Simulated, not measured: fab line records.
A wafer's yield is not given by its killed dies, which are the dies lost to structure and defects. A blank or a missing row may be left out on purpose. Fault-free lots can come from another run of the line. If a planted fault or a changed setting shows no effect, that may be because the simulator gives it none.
fab line records -- flow sky130 -- part 2 of 2: steps 27 to 36 of 36
record lots=5, wafers=15, last_day=49
route steps=708 shown CONTACT@427 METAL1@434 VIA1@458
lots with no fault: from the same line, run without faults
start_h: the number of hours between the record's first day and the start of the first shown wafer of the lot -- wait_h: how many hours have passed since the lot's step before this one -- " identical to the entry in the row above -- L1.1+2: one row covering several wafers at once -- - value missing, or start not given -- * or withheld: withheld -- < > ~ a bound
route shown NAME@n: a module of which the file shows steps, and the number in the route of the first -- usual: average and standard deviation across the fault-free wafers -- same: alike in all rows -- chamber/n: place in a boat -- sites: per-site readings -- _std_site: the values' standard deviation -- _edge_site: inner sites' mean taken away from outer sites' mean -- radius_mm: how far each site lies from the wafer's centre -- mask NAME#n: copy n -- behind: the tool/chamber that last shaped the wafer -- hold: what put the lot on hold/how long, in hours/how the hold closed -- device: names the non-switching transistor (n, p or np) -- end of line: the route-end tests of the same wafers -- where a step has no rows: the recipe by itself -- killed: dies that structure and defects cost at the first sort, which is not the same as the wafer's yield -- map: a wafer's dies, marking killed ones x, the rest . and places with no die _
set.NAME: the setting that was run; set.NAME@STEP: the one run at that earlier step -- model.NAME: the simulator's own value behind a step, which no gauge read
certain route steps with their lots: each step a table, each wafer a row
services: a tool's chamber out of use, with start hour (start_h, from the record's first day; less than 0 if before it), hours out, and reason
## steps
# step SKY_METAL1_METAL_ETCH_19
# recipe target_depth_a=3600, stop_on=SiO2, over_etch_frac=0.3, time_s=78, chemistry=Cl2/BCl3, resist_sidewall_deg=88, pressure_mtorr=10, icp_w=900, bias_w=48.5, Cl2_flow_sccm=60, bcl3_flow_sccm=30
# usual drypump_motor_current_A=5.6/0.37, he_backside_leak_sccm=3.4/0.35, oes_product_au=0.853/0.0052, throttle_valve_pct=22.264/0.0088
lot.wafer,tool,chamber,start_h,wait_h,drypump_motor_current_A,he_backside_leak_sccm,oes_product_au,rf_hours_counter_h,throttle_valve_pct
L079.4,rie_metal-03,1,799.94,0.1,5.1,3.0,0.850,-,22.268
L079.5,rie_metal-03,1,799.94,0.1,5.1,3.2,0.845,-,22.271
L079.6,rie_metal-03,0,799.94,0.1,6.0,3.3,0.850,-,22.268
L082.2,rie_metal-02,1,817.68,0.0,5.7,3.5,0.855,0,22.273
L082.4,rie_metal-02,0,817.68,0.0,5.8,3.1,0.852,-,22.267
L082.5,rie_metal-02,0,817.68,0.0,5.8,3.1,0.847,-,22.276
L081.2,rie_metal-04,1,821.04,0.0,5.2,3.2,0.851,1,22.264
L081.3,rie_metal-04,0,821.04,0.0,6.0,3.6,0.855,-,22.265
L081.6,rie_metal-04,0,821.04,0.0,6.0,3.5,0.865,-,22.257
L084.3,rie_metal-04,0,837.27,0.1,6.0,3.5,0.844,-,22.257
L084.4,rie_metal-04,1,837.27,0.1,5.2,3.3,0.852,-,22.263
L084.5,rie_metal-04,0,837.27,0.1,6.0,3.8,0.845,-,22.264
L085.1,rie_metal-03,1,910.24,0.0,5.1,3.2,0.847,11,22.254
L085.5,rie_metal-03,1,910.24,0.0,5.1,3.3,0.853,-,22.281
L085.6,rie_metal-03,0,910.24,0.0,6.0,3.3,0.854,-,22.282
# step SKY_METAL1_STRIP_20
# recipe chemistry=O2/N2, power_w=1400, pressure_mtorr=1500, platen_temp_c=withheld, o2_flow_sccm=3000, n2_flow_sccm=300, overash_fraction=0.5
# usual drypump_motor_current_A=5.6/0.43, o2_flow_sccm=3001/8.2, oes_product_au=0.344/0.0048, strip_time_to_endpoint_s=2.72/0.041
lot.wafer,tool,chamber,start_h,wait_h,drypump_motor_current_A,o2_flow_sccm,oes_product_au,rf_hours_counter_h,strip_time_to_endpoint_s
L079.4,plasma_asher-01,0,800.03,0.1,6.6,3001,0.344,-,2.68
L079.5,plasma_asher-01,0,800.03,0.1,6.6,3010,0.342,-,2.70
L079.6,plasma_asher-01,1,800.03,0.1,5.3,3003,0.346,-,2.75
L082.2,plasma_asher-01,0,817.77,0.1,6.6,3001,0.354,104,2.73
L082.4,plasma_asher-01,1,817.77,0.1,5.3,3005,0.343,-,2.73
L082.5,plasma_asher-01,1,817.77,0.1,5.3,2994,0.340,-,2.75
L081.2,plasma_asher-03,1,821.13,0.1,5.4,3002,0.345,71,2.66
L081.3,plasma_asher-03,1,821.13,0.1,5.5,3004,0.337,-,2.77
L081.6,plasma_asher-03,1,821.13,0.1,5.5,3019,0.338,-,2.75
L084.3,plasma_asher-01,1,837.37,0.1,5.3,3005,0.343,-,2.75
L084.4,plasma_asher-01,0,837.37,0.1,6.6,3006,0.342,-,2.69
L084.5,plasma_asher-01,1,837.37,0.1,5.3,2994,0.345,-,2.73
L085.1,plasma_asher-01,0,910.33,0.1,6.6,3003,0.340,113,2.67
L085.5,plasma_asher-01,1,910.33,0.1,5.3,2987,0.343,-,2.69
L085.6,plasma_asher-01,0,910.33,0.1,6.6,2994,0.352,-,2.78
# step SKY_METAL1_STRIP_21
# recipe chemistry=post_etch_residue_remover, time_s=1200, temp_c=72.5
# usual temp_c=72.49/0.12
lot.wafer,tool,chamber,start_h,wait_h,temp_c
L079.4,wet_bench-02,3,800.10,0.0,72.52
L079.5,wet_bench-02,3,800.10,0.0,72.67
L079.6,wet_bench-02,3,800.10,0.0,72.63
L082.2,wet_bench-01,1,817.87,0.1,72.57
L082.4,wet_bench-01,1,817.87,0.1,72.61
L082.5,wet_bench-01,1,817.87,0.1,72.57
L081.2,wet_bench-03,2,821.23,0.1,72.47
L081.3,wet_bench-03,2,821.23,0.1,72.60
L081.6,wet_bench-03,2,821.23,0.1,72.28
L084.3,wet_bench-03,2,837.43,0.0,72.58
L084.4,wet_bench-03,2,837.43,0.0,72.28
L084.5,wet_bench-03,2,837.43,0.0,72.41
L085.1,wet_bench-02,2,910.43,0.1,72.47
L085.5,wet_bench-02,2,910.43,0.1,72.50
L085.6,wet_bench-02,2,910.43,0.1,72.51
# step SKY_METAL1_CLEAN_22
# recipe chemistry=IPA, time_s=180, temp_c=25
# usual temp_c=24.98/0.12
lot.wafer,tool,chamber,start_h,wait_h,temp_c
L079.4,wet_bench-01,3,800.44,0.0,24.72
L079.5,wet_bench-01,3,800.44,0.0,24.79
L079.6,wet_bench-01,3,800.44,0.0,24.95
L082.2,wet_bench-02,3,818.21,0.0,25.08
L082.4,wet_bench-02,3,818.21,0.0,25.03
L082.5,wet_bench-02,3,818.21,0.0,25.03
L081.2,wet_bench-02,0,821.58,0.0,24.86
L081.3,wet_bench-02,0,821.58,0.0,25.03
L081.6,wet_bench-02,0,821.58,0.0,24.91
L084.3,wet_bench-02,3,837.84,0.0,25.26
L084.4,wet_bench-02,3,837.84,0.0,25.02
L084.5,wet_bench-02,3,837.84,0.0,25.08
L085.1,wet_bench-03,2,910.78,0.0,25.12
L085.5,wet_bench-03,2,910.78,0.0,24.98
L085.6,wet_bench-03,2,910.78,0.0,25.06
# step SKY_METAL1_CLEAN_23
# recipe chemistry=O3/DIW, dry=n2_spin
lot.wafer,tool,chamber,start_h,wait_h
L079.4+5+6,wet_bench-03,3,800.50,0.0
L082.2+4+5,wet_bench-03,0,818.27,0.0
L081.2+3+6,wet_bench-01,0,821.63,0.0
L084.3+4+5,wet_bench-01,3,837.90,0.0
L085.1+5+6,wet_bench-02,2,910.83,0.0
# step SKY_VIA1_HDPCVD_00
# recipe material=SiO2, target_thk_nm=1030, sigma_open_frac=0.3, time_s=171.7, temp_c=400, sih4_flow_sccm=60, pressure_mtorr=6
# usual sih4_flow_sccm=59.98/0.17
lot.wafer,tool,chamber,start_h,wait_h,sih4_flow_sccm
L079.4,hdpcvd-01,0,800.65,0.1,59.63
L079.5,hdpcvd-01,1,800.65,0.1,60.10
L079.6,hdpcvd-01,2,800.65,0.1,60.02
L082.2,hdpcvd-01,2,818.36,0.0,59.69
L082.4,hdpcvd-01,2,818.36,0.0,59.98
L082.5,hdpcvd-01,0,818.36,0.0,59.85
L081.2,hdpcvd-01,2,821.73,0.0,60.07
L081.3,hdpcvd-01,1,821.73,0.0,59.80
L081.6,hdpcvd-01,0,821.73,0.0,59.99
L084.3,hdpcvd-02,0,838.00,0.0,60.16
L084.4,hdpcvd-02,0,838.00,0.0,60.11
L084.5,hdpcvd-02,2,838.00,0.0,59.77
L085.1,hdpcvd-01,1,910.93,0.0,60.19
L085.5,hdpcvd-01,0,910.93,0.0,60.15
L085.6,hdpcvd-01,1,910.93,0.0,59.98
# step SKY_VIA1_THK_MEAS_01
# recipe reads=SiO2_of_VIA1_HDPCVD_00
# usual VIA1_HDPCVD_THK=1033/8.3
lot.wafer,tool,chamber,start_h,wait_h,VIA1_HDPCVD_THK[nm]
L079.4,film_metro-03,-,800.74,0.0,1020
L079.5,film_metro-03,-,800.74,0.0,1025
L079.6,film_metro-03,-,800.74,0.0,1022
L082.2,film_metro-01,-,818.48,0.1,1031
L082.4,film_metro-01,-,818.48,0.1,1040
L082.5,film_metro-01,-,818.48,0.1,1036
L081.2,film_metro-02,-,821.85,0.1,1022
L081.3,film_metro-02,-,821.85,0.1,1028
L081.6,film_metro-02,-,821.85,0.1,1039
L084.3,film_metro-03,-,838.13,0.1,1037
L084.4,film_metro-03,-,838.13,0.1,1034
L084.5,film_metro-03,-,838.13,0.1,1042
L085.1,film_metro-01,-,911.04,0.1,1040
L085.5,film_metro-01,-,911.04,0.1,1028
L085.6,film_metro-01,-,911.04,0.1,1031
# step SKY_VIA1_CMP_02
# recipe material=SiO2, down_force_psi=4, platen_rpm=60, pad_velocity_m_s=0.94248
# usual head_pressure_psi=4.000/0.0091, motor_current_A=12.5/1.3
lot.wafer,tool,chamber,start_h,wait_h,head_pressure_psi,motor_current_A
L079.4,cmp-01,0,800.92,0.2,4.009,12.8
L079.6,cmp-01,1,800.92,0.2,4.021,12.3
L079.5,cmp-01,2,800.92,0.2,4.002,10.5
L082.2,cmp-01,3,818.63,0.1,3.994,11.9
L082.4,cmp-01,0,818.63,0.1,4.009,13.4
L082.5,cmp-01,1,818.63,0.1,4.005,12.5
L081.3,cmp-02,2,821.90,0.0,3.992,11.5
L081.2,cmp-02,0,821.90,0.0,3.983,12.1
L081.6,cmp-02,3,821.90,0.0,4.010,14.0
L084.4,cmp-02,3,838.22,0.1,3.994,14.6
L084.3,cmp-02,1,838.22,0.1,4.008,12.8
L084.5,cmp-02,3,838.22,0.1,4.006,14.3
L085.1,cmp-01,2,911.20,0.1,3.993,10.6
L085.6,cmp-01,0,911.20,0.1,3.987,13.9
L085.5,cmp-01,1,911.20,0.1,4.009,13.4
# step SKY_VIA1_BOW_MEAS_03
# recipe mode=bow
# usual VIA1_BOW=80/7.6
lot.wafer,tool,chamber,start_h,wait_h,VIA1_BOW[um]
L079.4,film_metro-03,-,801.49,0.5,80
L079.5,film_metro-03,-,801.49,0.5,83
L079.6,film_metro-03,-,801.49,0.5,75
L082.2,film_metro-03,-,818.85,0.2,88
L082.4,film_metro-03,-,818.85,0.2,89
L082.5,film_metro-03,-,818.85,0.2,89
L081.2,film_metro-01,-,822.22,0.2,73
L081.3,film_metro-01,-,822.22,0.2,85
L081.6,film_metro-01,-,822.22,0.2,79
L084.3,film_metro-03,-,838.51,0.1,98
L084.4,film_metro-03,-,838.51,0.1,70
L084.5,film_metro-03,-,838.51,0.1,75
L085.1,film_metro-02,-,911.40,0.1,76
L085.5,film_metro-02,-,911.40,0.1,87
L085.6,film_metro-02,-,911.40,0.1,81
# step SKY_VIA1_DEHYDRATE_04
# recipe temp_c=200, time_s=60
lot.wafer,tool,chamber,start_h,wait_h
L079.4+5+6,litho_track-04,0,813.17,11.7
L082.2+4+5,litho_track-02,0,831.78,12.9
L081.2+3+6,litho_track-03,0,834.50,12.3
L084.3+4+5,litho_track-02,0,851.61,13.1
L085.1+5+6,litho_track-03,0,921.87,10.5
## services
tool,chamber,start_h,hours,kind
cmp-01,-,762.63,0.7,repair
cmp-02,-,770.13,13.8,pm
krf_scanner-02,-,773.14,1.0,pm
rie_metal-02,1,776.31,2.2,repair
krf_scanner-02,-,778.23,4.4,repair
cmp-01,-,780.91,1.5,repair
cvd_w-02,-,789.51,0.6,repair
pvd_sputter-04,-,794.18,3.7,repair
pvd_sputter-03,-,807.10,2.2,repair
rie_metal-03,0,823.52,9.1,repair
pvd_sputter-03,-,823.99,1.6,repair
pvd_sputter-01,-,827.70,2.4,repair
rie_metal-03,-,832.23,2.8,pm
cmp-01,-,839.57,1.1,repair
cmp-01,-,840.69,5.2,pm
rie_metal-03,0,846.88,17.2,repair
hdpcvd-01,-,883.00,0.3,repair
pvd_sputter-01,-,897.89,8.7,repair
hdpcvd-01,-,906.48,2.5,repair
cmp-01,-,912.17,4.0,pm
rie_metal-04,-,912.91,2.8,pm
wet_bench-01,-,917.68,2.5,repair
plasma_asher-01,-,920.30,2.3,repair
cmp-01,-,921.82,3.0,repair
